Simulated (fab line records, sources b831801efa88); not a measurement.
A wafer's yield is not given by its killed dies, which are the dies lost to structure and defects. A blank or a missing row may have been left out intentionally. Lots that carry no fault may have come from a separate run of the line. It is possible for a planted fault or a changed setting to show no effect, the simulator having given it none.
8D (eight disciplines) problem report, filled in by code / flow sfq_line / the parts of the form that need people (team, actions taken, sign-off) are left out

## 1. PROBLEM STATEMENT
exposure_dose_mJ_cm2 at SFQ_TRILAYER_I4_VIA_LITHO_EXPOSE_104 reads a mean of 18.873 on 9 wafers of 3 lots; wafers without a fault read 21.296 with a standard deviation of 0.02. That is -99 or more standard deviations from the usual mean.
The step: exposes mask I4, target cd 700 nm.
Earliest sighting: wafer L442.1 on krf_scanner-02 at day 57 04:39. The record holds 21 wafers of 7 lots with a number at this step. By rule, "out" or "out of limits" means more than 4 standard deviations away from the usual mean. The other wafers with a number count as sound.

## 2. WHAT IT IS, AND WHAT IT ISN'T
question=which readings at this step | is=exposure_dose_mJ_cm2 | is not=-
question=which lots | is=L442, L443, L444 | is not=L432, L433, L440, L449
question=which wafers of those lots | is=all that have a number | is not=-
question=read on which tools | is=krf_scanner-02 | is not=krf_scanner-01
question=when | is=from day 57 04:39 | is not=up to then (9 sound wafers); but 3 sound wafers of L449 came after

## 3. THE SUSPECTS, EACH WITH WHAT RULES IT OUT
Counting: a tool at a process step up to the reading stays a suspect if it ran every lot that is out and no sound lot after the first of them.
- krf_scanner-02 at SFQ_TRILAYER_I4_VIA_LITHO_EXPOSE_104 (exposes mask I4, target cd 700 nm): kept. All lots that are out passed through it, beginning with L442 at day 57 04:39, and no sound lot followed; its final sound lot before that point was L440 at day 54 23:36. Out on those wafers are its own readings of exposure_dose_mJ_cm2.
The count leaves krf_scanner-02 at SFQ_TRILAYER_I4_VIA_LITHO_EXPOSE_104.

## 4. THE CAUSE (what the simulator had put in)
Process parameters drifting: krf_scanner-02 at SFQ_TRILAYER_I4_VIA_LITHO_EXPOSE_104, beginning at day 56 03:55. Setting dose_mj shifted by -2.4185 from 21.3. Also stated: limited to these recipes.
Counting left only this tool.

## 5. THE CHAIN OF EFFECTS, in route order
Each row: a reading whose mean over the struck wafers that have a number lies more than 3 standard deviations from the usual. Only readings for which the record gives a usual standard deviation are gone through. hours: the time from each lot's start at the first step in this table that gives one to its start at this step, as a median over the lots. sigmas: the change in usual standard deviations.
hours=0; step=SFQ_TRILAYER_I4_VIA_LITHO_EXPOSE_104; reading=exposure_dose_mJ_cm2; usual=21.296; on struck wafers=18.873; change=-2.423; sigmas=-99 or more
Process steps it contains:
- SFQ_TRILAYER_I4_VIA_LITHO_EXPOSE_104: exposes mask I4, target cd 700 nm.
Later measuring or inspecting steps at which every struck wafer that the step has a row for has a number for every such reading, and none has moved that far: SFQ_I4_OVL_MEAS_928.

## 6. HOW IT WOULD HAVE BEEN CAUGHT EARLIER
In this record the first reading out of limits was taken at day 57 04:39, 25 hours after the fault began at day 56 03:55.
